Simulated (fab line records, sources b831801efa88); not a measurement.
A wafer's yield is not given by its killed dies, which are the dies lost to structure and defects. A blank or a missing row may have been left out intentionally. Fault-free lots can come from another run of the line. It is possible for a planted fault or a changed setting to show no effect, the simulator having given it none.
What tool caused it? | flow gf180mcu | 13 lots, 39 wafers sampled, at 4 steps of a route of 602

WHAT EACH GAUGE READ, for each wafer
GF_SALICIDE_RS_MEAS_04: a four-point-probe measurement.
lot  | measured     | on           | SALICIDE_TIN_RS (ohm/sq)
L402 | day 15 17:52 | filmMetro-04 | 16.38 16.56 16.44
L403 | day 16 05:21 | filmMetro-03 | 16.75 16.65 16.66
L405 | day 16 17:58 | filmMetro-04 | 15.01 16.17 16.45
L413 | day 19 17:02 | filmMetro-03 | 16.13 16.16 16.12
L414 | day 20 04:32 | filmMetro-04 | 16.63 16.25 16.33
L416 | day 20 14:16 | filmMetro-04 | 15.87 16.39 16.09
L417 | day 20 20:02 | filmMetro-01 | 16.16 16.14 16.64
L418 | day 21 07:48 | filmMetro-03 | 16.39 16.16 16.38
L420 | day 22 05:34 | filmMetro-03 | 16.67 16.73 16.89
L421 | day 22 08:23 | filmMetro-03 | 16.54 16.63 16.48
L422 | day 22 16:43 | filmMetro-03 | 16.88 16.55 16.65
L423 | day 23 00:32 | filmMetro-03 | 16.50 16.47 16.58
L424 | day 23 07:26 | filmMetro-03 | 16.41 16.44 16.49

GF_M4_THK_MEAS_06: measures by xrf.
lot  | measured     | on           | M4_ALCU_THK (nm)
L402 | day 23 03:40 | filmMetro-04 | 439 438 442
L403 | day 23 15:52 | filmMetro-04 | 444 449 445
L405 | day 24 02:32 | filmMetro-01 | 443 437 437
L413 | day 26 19:52 | filmMetro-04 | 451 457 458
L414 | day 27 04:55 | filmMetro-03 | 451 451 454
L416 | day 27 13:01 | filmMetro-03 | 447 450 441
L417 | day 27 18:51 | filmMetro-03 | 446 444 445
L418 | day 28 04:52 | filmMetro-01 | 446 440 445
L420 | day 28 22:45 | filmMetro-04 | 444 450 444
L421 | day 29 02:28 | filmMetro-01 | 441 447 447
L422 | day 29 09:25 | filmMetro-04 | 450 449 447
L423 | day 29 15:41 | filmMetro-03 | 449 442 447
L424 | day 29 19:48 | filmMetro-03 | 454 449 458

EACH LOT AND THE TOOL THAT RAN IT (in order: tool; ch and the chambers of the sampled wafers; start)
lot  | GF_SALICIDE_SPUTTER_02      | GF_M4_SPUTTER_00
L402 | pvdSputter-04, day 15 17:48 | pvdSputter-03, day 23 03:20
L403 | pvdSputter-03, day 16 05:17 | pvdSputter-01, day 23 15:31
L405 | pvdSputter-03, day 16 17:55 | pvdSputter-03, day 24 02:11
L413 | pvdSputter-04, day 19 16:59 | pvdSputter-01, day 26 19:32
L414 | pvdSputter-03, day 20 04:28 | pvdSputter-04, day 27 04:35
L416 | pvdSputter-01, day 20 14:11 | pvdSputter-04, day 27 12:40
L417 | pvdSputter-04, day 20 19:59 | pvdSputter-03, day 27 18:31
L418 | pvdSputter-01, day 21 07:44 | pvdSputter-03, day 28 04:31
L420 | pvdSputter-01, day 22 05:30 | pvdSputter-04, day 28 22:24
L421 | pvdSputter-04, day 22 08:20 | pvdSputter-01, day 29 02:07
L422 | pvdSputter-01, day 22 16:40 | pvdSputter-01, day 29 09:04
L423 | pvdSputter-01, day 23 00:28 | pvdSputter-03, day 29 15:20
L424 | pvdSputter-04, day 23 07:23 | pvdSputter-01, day 29 19:28
- GF_SALICIDE_SPUTTER_02: material Co, target thk 10 nm, time 20 s.
- GF_M4_SPUTTER_00: material Ti, target thk 37.5 nm, time 150 s.

WHAT THE TOOLS THEMSELVES READ (means of the sampled wafers that have a number; where no wafer has one, the mark that the record gives instead)
GF_SALICIDE_SPUTTER_02.
lot  | tool          | throttleValvePct (%)
L402 | pvdSputter-04 | 31.1
L403 | pvdSputter-03 | 30.5
L405 | pvdSputter-03 | 31.1
L413 | pvdSputter-04 | 31.2
L414 | pvdSputter-03 | 31.0
L416 | pvdSputter-01 | 29.3
L417 | pvdSputter-04 | 31.1
L418 | pvdSputter-01 | 29.9
L420 | pvdSputter-01 | 29.5
L421 | pvdSputter-04 | 31.0
L422 | pvdSputter-01 | 29.5
L423 | pvdSputter-01 | 29.6
L424 | pvdSputter-04 | 31.2

GF_M4_SPUTTER_00.
lot  | tool          | throttleValvePct (%)
L402 | pvdSputter-03 | 31.0
L403 | pvdSputter-01 | 29.8
L405 | pvdSputter-03 | 31.0
L413 | pvdSputter-01 | 30.0
L414 | pvdSputter-04 | 31.0
L416 | pvdSputter-04 | 31.0
L417 | pvdSputter-03 | 30.4
L418 | pvdSputter-03 | 30.4
L420 | pvdSputter-04 | 31.2
L421 | pvdSputter-01 | 29.6
L422 | pvdSputter-01 | 29.7
L423 | pvdSputter-03 | 30.3
L424 | pvdSputter-01 | 29.7

THE ANSWER, worked out from the rows above alone
Rule: the usual values come from the lots themselves. Put in order of their means at a reading, lots are off if they are a third of the lots or fewer, leave a main group of 4 or more, and stand apart from it by a gap of 3 or more times the standard deviation of the main group's means; of several such gaps the widest counts. A main group is skipped when, at the precision printed for the reading in the tables above, its means are all equal. A lot without any number at a reading at which 4 lots or more have one is off too. Any other lot the step has rows for is counted as sound. Order of review: gauges by route order, followed by the tools' own readings, for which a lot's mean as printed above is used. The first step at which some lot is off is used, and at that step the reading that is off furthest; a lot without a number counts as furthest.
No lot is off on any of the readings shown, so nothing can be concluded from this.

WHAT THE SIMULATOR HAD PUT IN
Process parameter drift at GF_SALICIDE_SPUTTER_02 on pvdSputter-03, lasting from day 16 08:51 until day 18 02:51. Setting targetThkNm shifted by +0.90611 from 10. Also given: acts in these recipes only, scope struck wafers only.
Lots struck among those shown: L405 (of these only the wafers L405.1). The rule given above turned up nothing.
